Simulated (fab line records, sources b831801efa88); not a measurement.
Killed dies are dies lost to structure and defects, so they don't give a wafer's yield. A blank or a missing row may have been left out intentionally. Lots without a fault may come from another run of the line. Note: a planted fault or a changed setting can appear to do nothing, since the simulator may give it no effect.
Matching of chambers	flow gf180mcu	GF_V1_ETCH_16 on rie-diel-01 has 4 sister chambers
The step etches BARC in N2/H2. 7 wafers are shown with their chamber, then 8 later ones without.

WAFERS, EACH WITH ITS CHAMBER
wafer	chamber	drypump-motor-current-A (A)	oes-product-au (a.u.)
L083.3	2	5.55	0.859
L086.5	0	5.75	0.864
L086.6	3	5.34	0.868
L087.1	1	5.35	0.864
L087.4	0	5.70	0.859
L087.6	1	5.31	0.857
L091.1	2	5.56	0.856

WAFERS MISSING THEIR CHAMBER
wafer	drypump-motor-current-A (A)	oes-product-au (a.u.)
L091.2	5.33	0.861
L091.3	5.34	0.862
L093.2	5.37	0.854
L093.5	5.77	0.858
L093.6	5.36	0.858
L095.1	5.34	0.869
L095.2	5.38	0.858
L095.4	5.56	0.853

THE CHAMBER EACH PASSED THROUGH
wafer	from the rows above	in truth
L091.2	can't be placed: 1 or 3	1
L091.3	can't be placed: 1 or 3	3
L093.2	can't be placed: 1 or 3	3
L093.5	0	0
L093.6	can't be placed: 1 or 3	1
L095.1	3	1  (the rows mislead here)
L095.2	can't be placed: 1 or 3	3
L095.4	2	2
Correctly placed: 2 of 8. Unplaceable from these rows: 5, with the true chamber sitting among the candidates in 5. Placed wrongly: 1.
How it was worked out, from the rows above alone: a wafer's distance from a chamber is the root of the sum, over the readings, of the square of ((its reading less the chamber's mean) divided by the reading's scatter). If the next closest chamber is less than 2 further off than the closest, the wafer can't be placed; otherwise it belongs to the closest. Each chamber's mean is taken over the wafers shown for it. The scatter: the root of (the sum of the squares of (reading less its chamber's mean) over the shown wafers, divided by (wafers less chambers)).
